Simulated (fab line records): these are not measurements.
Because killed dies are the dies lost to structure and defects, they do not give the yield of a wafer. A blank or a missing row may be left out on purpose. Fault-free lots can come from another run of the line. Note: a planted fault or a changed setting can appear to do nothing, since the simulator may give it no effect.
Matching of chambers + flow gf180mcu + GF_SAB_CVD_00 on pecvd-02: 3 sister chambers
The step deposits SiO2 from TEOS, target thk 50 nm, time 4.9302 s. 6 wafers are shown with their chamber, then 8 later ones without.

WAFERS, EACH WITH ITS CHAMBER
| wafer  | chamber | heater-power-w (W) |
|--------|---------|--------------------|
| L921.6 | 1       | 632                |
| L922.4 | 0       | 564                |
| L922.5 | 1       | 643                |
| L923.5 | 2       | 609                |
| L923.6 | 0       | 517                |
| L924.1 | 2       | 546                |

WAFERS WHOSE CHAMBER IS MISSING
| wafer  | heater-power-w (W) |
|--------|--------------------|
| L924.2 | 668                |
| L924.5 | 700                |
| L931.1 | 694                |
| L931.2 | 579                |
| L931.6 | 583                |
| L935.1 | 689                |
| L935.3 | 514                |
| L935.4 | 692                |

WHICH CHAMBER EACH ONE RAN IN
| wafer  | from the rows above          | in truth |
|--------|------------------------------|----------|
| L924.2 | can't be placed: 1 or 2      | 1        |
| L924.5 | can't be placed: 1 or 2      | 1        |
| L931.1 | can't be placed: 1 or 2      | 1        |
| L931.2 | can't be placed: 2 or 0 or 1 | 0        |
| L931.6 | can't be placed: 2 or 0 or 1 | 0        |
| L935.1 | can't be placed: 1 or 2      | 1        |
| L935.3 | can't be placed: 0 or 2      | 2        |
| L935.4 | can't be placed: 1 or 2      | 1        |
Correctly placed: 0 of 8. Can't be placed from these rows: 8 (the true chamber is among the candidates in 8). Number placed wrongly: 0.
How it was worked out, from the rows above alone: a wafer's distance from a chamber is the root of the sum, over the readings, of the square of ((its reading less the chamber's mean) divided by the reading's scatter). If the next closest chamber is less than 2 further off than the closest, the wafer can't be placed; otherwise it belongs to the closest. Each chamber's mean is taken over the wafers shown for it. The scatter: the root of (the sum of the squares of (reading less its chamber's mean) over the shown wafers, divided by (wafers less chambers)).
